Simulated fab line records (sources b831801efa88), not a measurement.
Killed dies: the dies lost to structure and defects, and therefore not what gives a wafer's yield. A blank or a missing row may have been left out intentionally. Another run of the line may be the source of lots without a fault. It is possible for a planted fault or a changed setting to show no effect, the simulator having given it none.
Which tool was responsible? / flow sky130 / 7 lots, 19 wafers sampled, at 1 step of a route of 708

== WHAT THE GAUGES SHOWED, per wafer ==
SKY_FIELD_ISO_BOW_MEAS_00.
lot=L337; measured=day 1 15:01; on=film metro-03; INCOMING_BOW (um)=0 14 -3
lot=L339; measured=day 2 01:00; on=film metro-03; INCOMING_BOW (um)=-10 1 -3
lot=L343; measured=day 2 21:04; on=film metro-03; INCOMING_BOW (um)=1 -2 0
lot=L345; measured=day 3 07:02; on=film metro-03; INCOMING_BOW (um)=-7 -7 -9
lot=L347; measured=day 3 17:01; on=film metro-01; INCOMING_BOW (um)=1 -7 11
lot=L351; measured=day 4 13:04; on=film metro-03; INCOMING_BOW (um)=8 0
lot=L356; measured=day 5 14:02; on=film metro-02; INCOMING_BOW (um)=-10 7

== WHICH TOOL RAN EACH LOT (tool, then ch and the chambers of the sampled wafers, then the start) ==
There is no process step in the record ahead of these readings.

== THE ANSWER, worked out from the rows above alone ==
Rule: usual is defined by the lots themselves. Put in order of their means at a reading, lots are off if they are a third of the lots or fewer, leave a main group of 4 or more, and stand apart from it by a gap of 3 or more times the standard deviation of the main group's means; of several such gaps the widest counts. The tables above print the reading to a certain number of digits; a main group whose means all agree to those digits is not used. Also off: a lot with no number at a reading for which 4 or more lots have one. The other lots that the step has rows for count as sound.
Nothing can be told from this: no lot is off at any reading shown.

== WHAT THE SIMULATOR PUT IN ==
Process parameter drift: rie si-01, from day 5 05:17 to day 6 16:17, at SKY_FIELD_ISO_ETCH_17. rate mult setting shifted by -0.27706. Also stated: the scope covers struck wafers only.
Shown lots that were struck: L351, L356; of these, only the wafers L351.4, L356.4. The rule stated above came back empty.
